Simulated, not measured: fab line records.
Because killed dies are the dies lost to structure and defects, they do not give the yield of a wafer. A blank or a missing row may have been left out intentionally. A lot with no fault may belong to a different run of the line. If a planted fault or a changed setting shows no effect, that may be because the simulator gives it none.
The tool behind it: which one? | flow sfq_line | Sampling: 14 lots, 42 wafers, 5 of 325 route steps

## WHAT THE GAUGES READ, wafer by wafer
Not one reading of a measure or inspect step in the record can be checked against a usual standard deviation.

## WHAT TOOL EACH LOT RAN ON (gives the tool, then ch and the chambers of the sampled wafers, and finally the start)
lot  | SFQ_TRILAYER_JJ_CE_LITHO_PEB_117  | SFQ_TRILAYER_JJ_CE_METRO_MEASURE_117 | SFQ_TRILAYER_R5_BARC_OPEN_METAL_ETCH_177 | SFQ_TRILAYER_M6_STRIP_STRIP_163   | SFQ_TRILAYER_I6_VIA_ETCH_VIA_ETCH_172
L944 | litho_track-04 ch 0, day 53 01:45 | cd_sem-02, day 53 02:05              | rie_metal-03 ch 0,1, day 59 07:29        | rie_metal-04 ch 0,1, day 62 02:20 | rie_diel-04 ch 1,2, day 68 05:02
L945 | litho_track-02 ch 0, day 53 05:29 | cd_sem-02, day 53 05:49              | rie_metal-03 ch 0,1, day 59 09:53        | rie_metal-04 ch 0,1, day 67 03:54 | rie_diel-04 ch 0,2,3, day 69 01:26
L946 | litho_track-04 ch 0, day 53 06:42 | cd_sem-01, day 53 07:13              | rie_metal-03 ch 0,1, day 59 12:17        | rie_metal-03 ch 0,1, day 67 10:45 | rie_diel-03 ch 1,2, day 69 05:02
L947 | litho_track-01 ch 0, day 53 19:56 | cd_sem-01, day 53 20:37              | rie_metal-04 ch 0,1, day 60 09:22        | rie_metal-03 ch 0,1, day 68 23:22 | rie_diel-03 ch 2,3, day 70 06:14
L951 | litho_track-04 ch 0, day 54 05:30 | cd_sem-01, day 54 06:01              | rie_metal-04 ch 0,1, day 60 20:09        | rie_metal-03 ch 0,1, day 69 11:11 | rie_diel-03 ch 1,3, day 71 01:05
L953 | litho_track-01 ch 0, day 54 10:21 | cd_sem-01, day 54 11:13              | rie_metal-04 ch 0, day 61 04:37          | rie_metal-01 ch 0,1, day 69 20:59 | rie_diel-02 ch 2,3, day 71 11:53
L954 | litho_track-01 ch 0, day 54 15:05 | cd_sem-02, day 54 15:25              | rie_metal-02 ch 0, day 61 06:57          | rie_metal-04 ch 0,1, day 70 01:35 | rie_diel-02 ch 0,1,3, day 71 17:53
L955 | litho_track-01 ch 0, day 54 19:54 | cd_sem-01, day 54 20:25              | rie_metal-02 ch 0, day 61 11:13          | rie_metal-01 ch 0,1, day 70 02:53 | rie_diel-04 ch 1,2, day 71 20:17
L956 | litho_track-01 ch 0, day 56 23:29 | cd_sem-02, day 56 23:49              | rie_metal-04 ch 0,1, day 67 17:46        | rie_metal-04 ch 0,1, day 71 15:37 | rie_diel-02 ch 1,2,3, day 72 23:41
L957 | litho_track-04 ch 0, day 57 07:23 | cd_sem-01, day 57 08:05              | rie_metal-03 ch 0,1, day 68 03:49        | rie_metal-03 ch 0,1, day 72 00:13 | rie_diel-04 ch 0,1, day 73 03:17
L958 | litho_track-04 ch 0, day 57 09:46 | cd_sem-02, day 57 10:17              | rie_metal-03 ch 0,1, day 68 06:11        | rie_metal-01 ch 0,1, day 72 02:25 | rie_diel-03 ch 0,1,2, day 73 05:41
L959 | litho_track-04 ch 0, day 57 16:58 | cd_sem-01, day 57 17:29              | rie_metal-02 ch 0,1, day 68 07:23        | rie_metal-01 ch 0,1, day 72 03:37 | rie_diel-02 ch 1,2, day 73 06:53
L960 | litho_track-04 ch 0, day 58 02:32 | cd_sem-02, day 58 02:53              | rie_metal-03 ch 0,1, day 68 08:35        | rie_metal-03 ch 0,1, day 72 06:01 | rie_diel-03 ch 0,3, day 73 08:05
L967 | litho_track-02 ch 0, day 65 12:17 | cd_sem-01, day 65 12:48              | rie_metal-03 ch 0,1, day 70 22:38        | rie_metal-04 ch 0,1, day 74 11:28 | rie_diel-04 ch 1,2,3, day 75 19:43
- SFQ_TRILAYER_JJ_CE_LITHO_PEB_117: peb time 60 s.
- SFQ_TRILAYER_JJ_CE_METRO_MEASURE_117
- SFQ_TRILAYER_R5_BARC_OPEN_METAL_ETCH_177: etches BARC in O2, target depth 125 nm, time 41.7 s.
- SFQ_TRILAYER_M6_STRIP_STRIP_163: strips in O2.
- SFQ_TRILAYER_I6_VIA_ETCH_VIA_ETCH_172: etches SiO2 in CHF3, stops on Nb, target depth 260 nm.

## WHAT THE TOOLS THEMSELVES READ (means of the sampled wafers that have a number; where no wafer has one, the mark that the record gives instead)
SFQ_TRILAYER_JJ_CE_LITHO_PEB_117.
lot  | tool           | resist_line_temp_C (C)
L944 | litho_track-04 | 23.01
L945 | litho_track-02 | 23.06
L946 | litho_track-04 | 23.07
L947 | litho_track-01 | 23.01
L951 | litho_track-04 | 23.05
L953 | litho_track-01 | 22.99
L954 | litho_track-01 | 22.91
L955 | litho_track-01 | 22.91
L956 | litho_track-01 | 22.87
L957 | litho_track-04 | 22.93
L958 | litho_track-04 | 22.92
L959 | litho_track-04 | 23.12
L960 | litho_track-04 | 23.01
L967 | litho_track-02 | 23.00

SFQ_TRILAYER_JJ_CE_METRO_MEASURE_117.
lot  | tool      | cd_nm (nm)
L944 | cd_sem-02 | 698.0
L945 | cd_sem-02 | 700.4
L946 | cd_sem-01 | 700.4
L947 | cd_sem-01 | 702.1
L951 | cd_sem-01 | 698.5
L953 | cd_sem-01 | 698.6
L954 | cd_sem-02 | 700.9
L955 | cd_sem-01 | 702.1
L956 | cd_sem-02 | 698.3
L957 | cd_sem-01 | 701.8
L958 | cd_sem-02 | 702.4
L959 | cd_sem-01 | 653.8
L960 | cd_sem-02 | 653.5
L967 | cd_sem-01 | 699.5

SFQ_TRILAYER_R5_BARC_OPEN_METAL_ETCH_177.
lot  | tool         | drypump_motor_current_A (A) | oes_product_au (a.u.)
L944 | rie_metal-03 | 5.3                         | 0.683
L945 | rie_metal-03 | 5.3                         | 0.685
L946 | rie_metal-03 | 5.3                         | 0.686
L947 | rie_metal-04 | 5.1                         | 0.684
L951 | rie_metal-04 | 5.1                         | 0.680
L953 | rie_metal-04 | 5.3                         | 0.683
L954 | rie_metal-02 | 6.5                         | 0.684
L955 | rie_metal-02 | 6.4                         | 0.683
L956 | rie_metal-04 | 5.1                         | 0.687
L957 | rie_metal-03 | 5.7                         | 0.683
L958 | rie_metal-03 | 5.7                         | 0.687
L959 | rie_metal-02 | 6.2                         | 0.681
L960 | rie_metal-03 | 5.3                         | 0.689
L967 | rie_metal-03 | 5.7                         | 0.685

SFQ_TRILAYER_M6_STRIP_STRIP_163.
lot  | tool         | drypump_motor_current_A (A) | oes_product_au (a.u.)
L944 | rie_metal-04 | 5.1                         | 1.012
L945 | rie_metal-04 | 5.2                         | 1.009
L946 | rie_metal-03 | 5.3                         | 0.991
L947 | rie_metal-03 | 5.3                         | 0.997
L951 | rie_metal-03 | 5.7                         | 0.996
L953 | rie_metal-01 | 5.7                         | 0.995
L954 | rie_metal-04 | 5.1                         | 1.004
L955 | rie_metal-01 | 5.7                         | 0.998
L956 | rie_metal-04 | 5.1                         | 1.008
L957 | rie_metal-03 | 5.4                         | 0.998
L958 | rie_metal-01 | 5.7                         | 1.000
L959 | rie_metal-01 | 5.9                         | 1.003
L960 | rie_metal-03 | 5.3                         | 0.997
L967 | rie_metal-04 | 5.2                         | 1.003

SFQ_TRILAYER_I6_VIA_ETCH_VIA_ETCH_172.
lot  | tool        | drypump_motor_current_A (A) | oes_product_au (a.u.)
L944 | rie_diel-04 | 5.8                         | 0.851
L945 | rie_diel-04 | 5.8                         | 0.856
L946 | rie_diel-03 | 6.5                         | 0.857
L947 | rie_diel-03 | 6.1                         | 0.851
L951 | rie_diel-03 | 6.1                         | 0.851
L953 | rie_diel-02 | 5.7                         | 0.858
L954 | rie_diel-02 | 5.7                         | 0.853
L955 | rie_diel-04 | 6.0                         | 0.852
L956 | rie_diel-02 | 5.4                         | 0.858
L957 | rie_diel-04 | 6.0                         | 0.853
L958 | rie_diel-03 | 6.0                         | 0.851
L959 | rie_diel-02 | 5.3                         | 0.855
L960 | rie_diel-03 | 5.2                         | 0.854
L967 | rie_diel-04 | 6.1                         | 0.854

## THE ANSWER, worked out from the rows above alone
Rule: the usual values come from the lots themselves. Put in order of their means at a reading, lots are off if they are a third of the lots or fewer, leave a main group of 4 or more, and stand apart from it by a gap of 3 or more times the standard deviation of the main group's means; of several such gaps the widest counts. The tables above print the reading to a certain number of digits; a main group whose means all agree to those digits is not used. Also off: a lot with no number at a reading for which 4 or more lots have one. The other lots that the step has rows for count as sound. The gauges are gone through in route order, then the tools' own readings, and for those a lot's mean is taken as printed above. The first step at which some lot is off is used, and at that step the reading that is off furthest; a lot without a number counts as furthest.
Off: L959, L960 (SFQ_TRILAYER_JJ_CE_METRO_MEASURE_117, cd_nm). The main group has a mean of 700.2 nm with a standard deviation of 1.6.
If a tool, at that step or one of the process steps before it, ran each lot that is off and ran no sound lot following the first of them, it fits. One fits: SFQ_TRILAYER_JJ_CE_LITHO_PEB_117 on litho_track-04. A fault onset in the window from L958 (day 57 09:46, its last sound lot) to L959 (day 57 16:58, its first lot off) fits.

## WHAT THE SIMULATOR PUT IN
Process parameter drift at SFQ_TRILAYER_JJ_CE_LITHO_PEB_117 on litho_track-04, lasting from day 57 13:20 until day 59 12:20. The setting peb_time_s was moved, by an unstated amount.
Lots struck among those shown: L959, L960. The rule above reached the same finding.
